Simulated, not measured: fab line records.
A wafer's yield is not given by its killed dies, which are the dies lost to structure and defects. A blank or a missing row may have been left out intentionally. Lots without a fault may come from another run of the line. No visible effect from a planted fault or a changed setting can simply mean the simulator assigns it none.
Matching of chambers + flow gf180mcu + pecvd-03 running GF_V5_CVD_02: 3 sister chambers
The step deposits SiO2 from TEOS, target thk 1450 nm, time 163.28 s. 3 wafers are shown with their chamber, then 7 later ones without.

== WAFERS WITH THEIR CHAMBER ==
| wafer  | chamber | heater-power-w (W) |
|--------|---------|--------------------|
| L077.6 | 2       | 797                |
| L078.2 | 1       | 666                |
| L088.5 | 0       | 621                |

== WAFERS WHOSE CHAMBER IS MISSING ==
| wafer  | heater-power-w (W) |
|--------|--------------------|
| L088.6 | 672                |
| L090.3 | 753                |
| L090.4 | 832                |
| L090.6 | 665                |
| L091.1 | 597                |
| L091.3 | 627                |
| L091.5 | 706                |

== EACH ONE'S CHAMBER ==
| wafer  | from the rows above          | in truth |
|--------|------------------------------|----------|
| L088.6 | can't be placed: 1 or 0      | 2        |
| L090.3 | can't be placed: 2 or 1      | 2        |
| L090.4 | 2                            | 2        |
| L090.6 | can't be placed: 1 or 0      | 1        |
| L091.1 | can't be placed: 0 or 1      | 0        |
| L091.3 | can't be placed: 0 or 1      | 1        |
| L091.5 | can't be placed: 1 or 0 or 2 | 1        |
Correct placement for 1 of the 7. Cannot be placed on the basis of these rows: 6; the candidates contain the true chamber in 5. Number placed wrongly: 0.
How it was worked out, from the rows above alone: a wafer's distance from a chamber is the root of the sum, over the readings, of the square of ((its reading less the chamber's mean) divided by the reading's scatter). The wafer belongs to the nearest chamber; if the next one is less than 2 further off, it can't be placed. The mean given for a chamber averages the wafers shown for that chamber. The scatter (one wafer shown for each chamber): square how far every hidden wafer sits from the nearest shown wafer, average those squares and take the square root.
